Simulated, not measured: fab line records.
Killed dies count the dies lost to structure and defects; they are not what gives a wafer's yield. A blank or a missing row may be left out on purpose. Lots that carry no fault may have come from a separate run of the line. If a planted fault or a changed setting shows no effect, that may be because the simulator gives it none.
Which tool did it? + flow sky130 + 36 wafers from 12 lots sampled at 5 of the route's 708 steps

== WHAT THE GAUGES SHOWED, per wafer ==
No reading from a measuring or inspecting step in the record can be judged against a usual standard deviation.

== TOOL THAT RAN EACH LOT (tool first, then ch and the chambers of the sampled wafers, then the start) ==
| lot  | SKY_VIA4_STRIP_13                   | SKY_METAL5_STRIP_16                 | SKY_PASSIVATION_CVD_00          | SKY_PASSIVATION_CVD_02          | SKY_PAD_OPEN_PROBE_99   |
|------|-------------------------------------|-------------------------------------|---------------------------------|---------------------------------|-------------------------|
| L985 | plasmaAsher-03 ch 0,1, day 43 13:33 | plasmaAsher-04 ch 0,1, day 44 14:34 | pecvd-02 ch 0,1,2, day 44 15:34 | pecvd-01 ch 0,2, day 44 15:39   | prober-01, day 46 14:07 |
| L984 | plasmaAsher-03 ch 0,1, day 44 04:59 | plasmaAsher-01 ch 0,1, day 45 04:34 | pecvd-03 ch 1,2, day 45 05:12   | pecvd-01 ch 0,1, day 45 05:17   | prober-02, day 47 02:48 |
| L988 | plasmaAsher-03 ch 0,1, day 44 07:15 | plasmaAsher-04 ch 0,1, day 45 07:52 | pecvd-01 ch 0,2, day 45 08:32   | pecvd-03 ch 0,1,2, day 45 08:37 | prober-02, day 47 06:04 |
| L989 | plasmaAsher-01 ch 0,1, day 44 07:54 | plasmaAsher-04 ch 0,1, day 45 08:11 | pecvd-02 ch 0,1,2, day 45 08:48 | pecvd-01 ch 1,2, day 45 08:53   | prober-01, day 47 07:25 |
| L990 | plasmaAsher-02 ch 0,1, day 44 14:26 | plasmaAsher-02 ch 0,1, day 45 14:08 | pecvd-01 ch 0,1,2, day 45 14:44 | pecvd-02 ch 1,2, day 45 14:49   | prober-02, day 47 11:04 |
| L991 | plasmaAsher-03 ch 0,1, day 44 22:17 | plasmaAsher-04 ch 0,1, day 45 21:40 | pecvd-01 ch 0,1, day 45 22:13   | pecvd-03 ch 0,2, day 45 22:18   | prober-01, day 47 18:16 |
| L993 | plasmaAsher-03 ch 0,1, day 45 17:50 | plasmaAsher-04 ch 0,1, day 46 16:42 | pecvd-02 ch 0,2, day 46 17:15   | pecvd-03 ch 0,2, day 46 17:20   | prober-02, day 48 11:44 |
| L996 | plasmaAsher-03 ch 0, day 46 16:12   | plasmaAsher-01 ch 0,1, day 47 15:07 | pecvd-03 ch 0,1,2, day 47 15:42 | pecvd-01 ch 0,1, day 47 15:47   | prober-02, day 49 08:22 |
| L998 | plasmaAsher-03 ch 0,1, day 47 06:18 | plasmaAsher-04 ch 0,1, day 48 03:41 | pecvd-03 ch 0,1,2, day 48 04:16 | pecvd-01 ch 0,1,2, day 48 04:21 | prober-01, day 49 19:14 |
| L100 | plasmaAsher-02 ch 0,1, day 47 17:28 | plasmaAsher-02 ch 0,1, day 48 14:32 | pecvd-01 ch 0,1, day 48 15:10   | pecvd-03 ch 0,1,2, day 48 15:14 | prober-01, day 50 04:58 |
| L102 | plasmaAsher-03 ch 0,1, day 47 20:50 | plasmaAsher-04 ch 0,1, day 48 17:49 | pecvd-02 ch 0,1,2, day 48 18:24 | pecvd-01 ch 1,2, day 48 18:29   | prober-01, day 50 08:53 |
| L107 | plasmaAsher-01 ch 0,1, day 49 02:16 | plasmaAsher-02 ch 0,1, day 49 21:14 | pecvd-01 ch 0,1,2, day 49 21:53 | pecvd-03 ch 1,2, day 49 21:58   | prober-02, day 51 07:31 |
- SKY_VIA4_STRIP_13: strips in O2/N2.
- SKY_METAL5_STRIP_16: strips in O2/N2.
- SKY_PASSIVATION_CVD_00: deposits SiO2, target thk 90 nm.
- SKY_PASSIVATION_CVD_02: deposits Si3N4, target thk 540 nm.
- SKY_PAD_OPEN_PROBE_99

== WHAT THE TOOLS THEMSELVES READ (means of the sampled wafers that have a number; where no wafer has one, the mark that the record gives instead) ==
SKY_VIA4_STRIP_13. Usual: drypumpMotorCurrentA 5.5 A, standard deviation 0.45; oesProductAu 0.709 a.u., standard deviation 0.0043; stripTimeToEndpointS 12.81 s, standard deviation 0.034.
| lot  | tool           | drypumpMotorCurrentA (A) | oesProductAu (a.u.) | stripTimeToEndpointS (s) | flag |
|------|----------------|--------------------------|---------------------|--------------------------|------|
| L985 | plasmaAsher-03 | 5.7                      | 0.711               | 12.82                    |      |
| L984 | plasmaAsher-03 | 5.3                      | 0.710               | 12.77                    |      |
| L988 | plasmaAsher-03 | 5.3                      | 0.710               | 12.81                    |      |
| L989 | plasmaAsher-01 | 5.2                      | 0.710               | 12.80                    |      |
| L990 | plasmaAsher-02 | 5.8                      | 0.707               | 12.77                    |      |
| L991 | plasmaAsher-03 | 5.3                      | 0.707               | 12.81                    |      |
| L993 | plasmaAsher-03 | 5.3                      | 0.705               | 12.77                    |      |
| L996 | plasmaAsher-03 | 6.0                      | 0.714               | 12.86                    |      |
| L998 | plasmaAsher-03 | 5.3                      | 0.708               | 12.81                    |      |
| L100 | plasmaAsher-02 | 5.6                      | 0.711               | 12.87                    |      |
| L102 | plasmaAsher-03 | 5.3                      | 0.707               | 12.82                    |      |
| L107 | plasmaAsher-01 | 5.2                      | 0.706               | 12.80                    |      |

SKY_METAL5_STRIP_16. Usual: drypumpMotorCurrentA 5.5 A, standard deviation 0.37; oesProductAu 0.711 a.u., standard deviation 0.0044; stripTimeToEndpointS 13.03 s, standard deviation 0.18.
| lot  | tool           | drypumpMotorCurrentA (A) | oesProductAu (a.u.) | stripTimeToEndpointS (s) | flag |
|------|----------------|--------------------------|---------------------|--------------------------|------|
| L985 | plasmaAsher-04 | 5.5                      | 0.708               | 13.18                    |      |
| L984 | plasmaAsher-01 | 5.5                      | 0.709               | 12.91                    |      |
| L988 | plasmaAsher-04 | 5.3                      | 0.711               | 13.01                    |      |
| L989 | plasmaAsher-04 | 5.5                      | 0.710               | 13.23                    |      |
| L990 | plasmaAsher-02 | 5.8                      | 0.710               | 12.97                    |      |
| L991 | plasmaAsher-04 | 5.3                      | 0.710               | 13.12                    |      |
| L993 | plasmaAsher-04 | 5.2                      | 0.712               | 13.11                    |      |
| L996 | plasmaAsher-01 | 5.2                      | 0.709               | 13.15                    |      |
| L998 | plasmaAsher-04 | 5.5                      | 0.714               | 12.89                    |      |
| L100 | plasmaAsher-02 | 5.8                      | 0.711               | 12.98                    |      |
| L102 | plasmaAsher-04 | 5.5                      | 0.712               | 13.09                    |      |
| L107 | plasmaAsher-02 | 5.6                      | 0.705               | 13.08                    |      |

SKY_PASSIVATION_CVD_00. Usual: heaterPowerW 645 W, standard deviation 65.
| lot  | tool     | heaterPowerW (W) | flag |
|------|----------|------------------|------|
| L985 | pecvd-02 | 602              |      |
| L984 | pecvd-03 | 616              |      |
| L988 | pecvd-01 | 673              |      |
| L989 | pecvd-02 | 684              |      |
| L990 | pecvd-01 | 660              |      |
| L991 | pecvd-01 | 665              |      |
| L993 | pecvd-02 | 717              |      |
| L996 | pecvd-03 | 595              |      |
| L998 | pecvd-03 | 579              |      |
| L100 | pecvd-01 | 640              |      |
| L102 | pecvd-02 | 663              |      |
| L107 | pecvd-01 | 700              |      |

SKY_PASSIVATION_CVD_02. Usual: heaterPowerW 689 W, standard deviation 90.
| lot  | tool     | heaterPowerW (W) | flag |
|------|----------|------------------|------|
| L985 | pecvd-01 | 786              |      |
| L984 | pecvd-01 | 761              |      |
| L988 | pecvd-03 | 628              |      |
| L989 | pecvd-01 | 719              |      |
| L990 | pecvd-02 | 707              |      |
| L991 | pecvd-03 | 595              |      |
| L993 | pecvd-03 | 542              |      |
| L996 | pecvd-01 | 757              |      |
| L998 | pecvd-01 | 760              |      |
| L100 | pecvd-03 | 605              |      |
| L102 | pecvd-01 | 679              |      |
| L107 | pecvd-03 | 662              |      |

SKY_PAD_OPEN_PROBE_99. Usual: defectLimitedYield 82.4 %, standard deviation 1.9; killed_at_M0_to_M3 45, standard deviation 7.5; killed_at_M4_up 2.8, standard deviation 1.9; killedAtContacts 25, standard deviation 5.5; killedAtFrontEnd 14, standard deviation 4; killedAtOther 0.3, standard deviation 0.75; killedDies 87, standard deviation 9.4; killedOnRim 17, standard deviation 3.8; killedOpen 47, standard deviation 6.6; killedShort 39, standard deviation 6.6; sort_bin_3_pad_short 0.9 %, standard deviation 0.39; sort_bin_5_function 10.4 %, standard deviation 1.5; sort_bin_6_memory 6.3 %, standard deviation 1.2; sortNPass 405, standard deviation 9.4; sortYieldPct 82.4 %, standard deviation 1.9.
| lot  | tool      | defectLimitedYield (%) | killed_at_M0_to_M3 | killed_at_M4_up | killedAtContacts | killedAtFrontEnd | killedAtOther | killedDies | killedOnRim | killedOpen | killedShort | sort_bin_3_pad_short (%) | sort_bin_5_function (%) | sort_bin_6_memory (%) | sortNPass | sortYieldPct (%) | flag |
|------|-----------|------------------------|--------------------|-----------------|------------------|------------------|---------------|------------|-------------|------------|-------------|--------------------------|-------------------------|-----------------------|-----------|------------------|------|
| L985 | prober-01 | 80.4                   | 53                 | 3.3             | 24               | 16               | 0.0           | 96         | 18          | 54         | 42          | 0.9                      | 12.3                    | 6.4                   | 396       | 80.4             |      |
| L984 | prober-02 | 81.4                   | 43                 | 1.3             | 33               | 14               | 0.7           | 91         | 18          | 49         | 42          | 0.7                      | 11.3                    | 6.6                   | 401       | 81.4             |      |
| L988 | prober-02 | 84.0                   | 39                 | 3.3             | 24               | 10               | 1.0           | 78         | 17          | 45         | 34          | 0.6                      | 9.6                     | 5.8                   | 414       | 84.0             |      |
| L989 | prober-01 | 80.7                   | 47                 | 4.0             | 31               | 13               | 0.0           | 95         | 20          | 51         | 44          | 1.3                      | 11.3                    | 6.6                   | 397       | 80.7             |      |
| L990 | prober-02 | 79.9                   | 58                 | 2.3             | 24               | 15               | 0.0           | 99         | 17          | 55         | 44          | 0.9                      | 12.8                    | 6.4                   | 393       | 79.9             |      |
| L991 | prober-01 | 84.0                   | 38                 | 4.3             | 21               | 15               | 0.3           | 79         | 14          | 43         | 36          | 0.7                      | 9.0                     | 6.2                   | 413       | 84.0             |      |
| L993 | prober-02 | 82.4                   | 45                 | 2.0             | 25               | 15               | 0.0           | 87         | 14          | 49         | 38          | 1.0                      | 10.6                    | 6.0                   | 405       | 82.4             |      |
| L996 | prober-02 | 84.0                   | 44                 | 1.7             | 24               | 9                | 0.0           | 79         | 14          | 44         | 35          | 1.1                      | 9.6                     | 5.4                   | 413       | 84.0             |      |
| L998 | prober-01 | 75.7                   | 46                 | 31.0            | 29               | 14               | 0.0           | 119        | 25          | 52         | 38          | 1.9                      | 15.1                    | 7.2                   | 373       | 75.7             | OFF  |
| L100 | prober-01 | 81.7                   | 48                 | 2.3             | 24               | 16               | 0.0           | 90         | 22          | 43         | 47          | 1.5                      | 10.5                    | 6.3                   | 402       | 81.7             |      |
| L102 | prober-01 | 77.6                   | 46                 | 28.0            | 23               | 13               | 0.0           | 110        | 28          | 50         | 33          | 2.5                      | 14.1                    | 5.8                   | 382       | 77.6             | OFF  |
| L107 | prober-02 | 81.0                   | 47                 | 4.0             | 27               | 15               | 0.3           | 94         | 20          | 46         | 47          | 1.1                      | 11.9                    | 6.0                   | 398       | 81.0             |      |

== THE ANSWER, worked out from the rows above alone ==
Rule: a lot counts as off when the mean over its wafers that have a number is more than 3 standard deviations away from the usual mean. A lot without any number at a reading at which 4 lots or more have one is off too. All remaining lots with rows at the step are treated as sound. Order of review: gauges by route order, followed by the tools' own readings, for which a lot's mean as printed above is used. At the first step where some lot is off, the reading lying furthest off is the one used; lots without a number count as furthest.
Off at SKY_PAD_OPEN_PROBE_99 (killed_at_M4_up): L998, L102.
If a tool, at that step or one of the process steps before it, ran each lot that is off and ran no sound lot following the first of them, it fits. Can't be told from this: 3 tools fit, plasmaAsher-03 at SKY_VIA4_STRIP_13, plasmaAsher-04 at SKY_METAL5_STRIP_16, pecvd-01 at SKY_PASSIVATION_CVD_02.

== WHAT HAD BEEN PUT IN BY THE SIMULATOR ==
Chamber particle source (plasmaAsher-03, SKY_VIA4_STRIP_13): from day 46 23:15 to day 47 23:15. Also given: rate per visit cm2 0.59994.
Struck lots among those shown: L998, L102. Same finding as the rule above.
